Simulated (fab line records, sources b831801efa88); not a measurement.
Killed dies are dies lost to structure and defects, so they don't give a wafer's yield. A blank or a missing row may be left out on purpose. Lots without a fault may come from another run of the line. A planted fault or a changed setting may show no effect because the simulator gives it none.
One fault seen from 2 desks | flow gf180mcu | each desk has only its own numbers; what lay behind them comes last

THE METROLOGY DESK
What the gauges read, lot by lot, whatever tool the lot ran on: means of the sampled wafers that have a number. A lot is out of limits, marked OUT, if its mean lies more than 4 standard deviations from the usual mean; the brackets give that distance.
Columns: A = M5_OVL at GF_M5_OVL_MEAS_08, usual 3 nm; B = V5_CVD_02_THK at GF_V5_THK_MEAS_03, usual 1444 nm
lot  | first seen here | A  | B
L226 | day 25 21:50    | 5  | 1437
L227 | day 26 02:44    | 6  | 1451
L228 | day 26 10:08    | 1  | 1449
L229 | day 27 02:14    | 6  | 1448
L230 | day 27 03:37    | 8  | 1439
L231 | day 27 10:26    | 7  | 1441
L232 | day 28 01:41    | 1  | 1453
L233 | day 28 05:11    | 2  | 1418
L234 | day 28 21:08    | 12 | 1466
L238 | day 30 08:44    | -4 | 1472
L239 | day 30 16:59    | -6 | 1446
L244 | day 31 19:35    | -3 | 1422
L245 | day 32 04:38    | 8  | 1427
This desk's finding: nothing out of limits on any of the 13 lots.

THE TOOL OWNER'S DESK: pvd_sputter-03
The tool's own readings at GF_M3_SPUTTER_04 (material TiN, target thk 50 nm, time 41.7 s): means of the sampled wafers that have a number, for each lot that ran on this tool. A lot is out of limits, marked OUT, if its mean lies more than 4 standard deviations from the usual mean; the brackets give that distance.
Columns: A = throttle_valve_pct at GF_M3_SPUTTER_04, usual 29.5 %
lot  | first seen here | A
L228 | day 20 13:19    | 29.9
L229 | day 21 04:54    | 28.9
L233 | day 22 14:00    | 29.6
L238 | day 25 03:09    | 29.4
L239 | day 25 12:51    | 29.3
This desk's finding: nothing out of limits on any of the 5 lots.

PUT TOGETHER
The metrology desk saw nothing out of limits.
The tool owner's desk saw nothing out of limits.

WHAT THE SIMULATOR HAD PUT IN
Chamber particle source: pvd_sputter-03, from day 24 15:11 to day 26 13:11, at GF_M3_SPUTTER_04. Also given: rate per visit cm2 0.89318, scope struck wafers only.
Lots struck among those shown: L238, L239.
